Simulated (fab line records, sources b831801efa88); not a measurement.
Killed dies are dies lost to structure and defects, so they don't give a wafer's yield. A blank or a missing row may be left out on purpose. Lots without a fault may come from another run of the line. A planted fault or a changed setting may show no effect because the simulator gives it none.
Which tool did it? | flow gf180mcu | 13 lots, 39 wafers sampled, at 1 step of a route of 602

WHAT THE GAUGES READ, wafer by wafer
GF_M1_RS_MEAS_05: measures by four-point-probe. Usual: M1_ALCU_RS 0.0694 ohm/sq, standard deviation 0.0008.
lot  | measured     | on            | M1_ALCU_RS (ohm/sq)  | flag
L368 | day 16 11:56 | film_metro-02 | 0.0706 0.0707 0.0703 |
L372 | day 17 22:08 | film_metro-02 | 0.0702 0.0701 0.0702 |
L373 | day 18 03:26 | film_metro-01 | 0.0699 0.0697 0.0700 |
L376 | day 19 04:42 | film_metro-04 | 0.0683 0.0695 0.0696 |
L378 | day 19 23:40 | film_metro-04 | 0.0690 0.0705 0.0690 |
L379 | day 20 04:34 | film_metro-01 | 0.0687 0.0689 0.0687 |
L380 | day 20 14:06 | film_metro-04 | 0.0693 0.0691 0.0690 |
L381 | day 21 00:58 | film_metro-02 | 0.0705 0.0702 0.0698 |
L383 | day 21 22:28 | film_metro-01 | 0.0676 0.0692 0.0694 |
L384 | day 22 04:57 | film_metro-04 | 0.0705 0.0713 0.0705 |
L388 | day 23 06:58 | film_metro-04 | 0.0693 0.0687 0.0685 |
L390 | day 24 10:47 | film_metro-04 | 0.0701 0.0693 0.0696 |
L391 | day 24 12:47 | film_metro-01 | 0.0698 0.0694 0.0690 |

WHICH TOOL RAN EACH LOT (tool, then ch and the chambers of the sampled wafers, then the start)
The record holds no process step before these readings.

WHAT THE TOOLS THEMSELVES READ (means of the sampled wafers that have a number; where no wafer has one, the mark that the record gives instead)
The record holds no such reading with a usual standard deviation.

THE ANSWER, worked out from the rows above alone
Rule: a lot is off if the mean of its wafers that have a number lies more than 3 standard deviations from the usual mean. A lot without any number at a reading at which 4 lots or more have one is off too. The other lots that the step has rows for count as sound. The gauges are gone through in route order, then the tools' own readings, and for those a lot's mean is taken as printed above. The first step at which some lot is off is used, and at that step the reading that is off furthest; a lot without a number counts as furthest.
No lot is off at any reading shown: from this, nothing can be told.

WHAT THE SIMULATOR HAD PUT IN
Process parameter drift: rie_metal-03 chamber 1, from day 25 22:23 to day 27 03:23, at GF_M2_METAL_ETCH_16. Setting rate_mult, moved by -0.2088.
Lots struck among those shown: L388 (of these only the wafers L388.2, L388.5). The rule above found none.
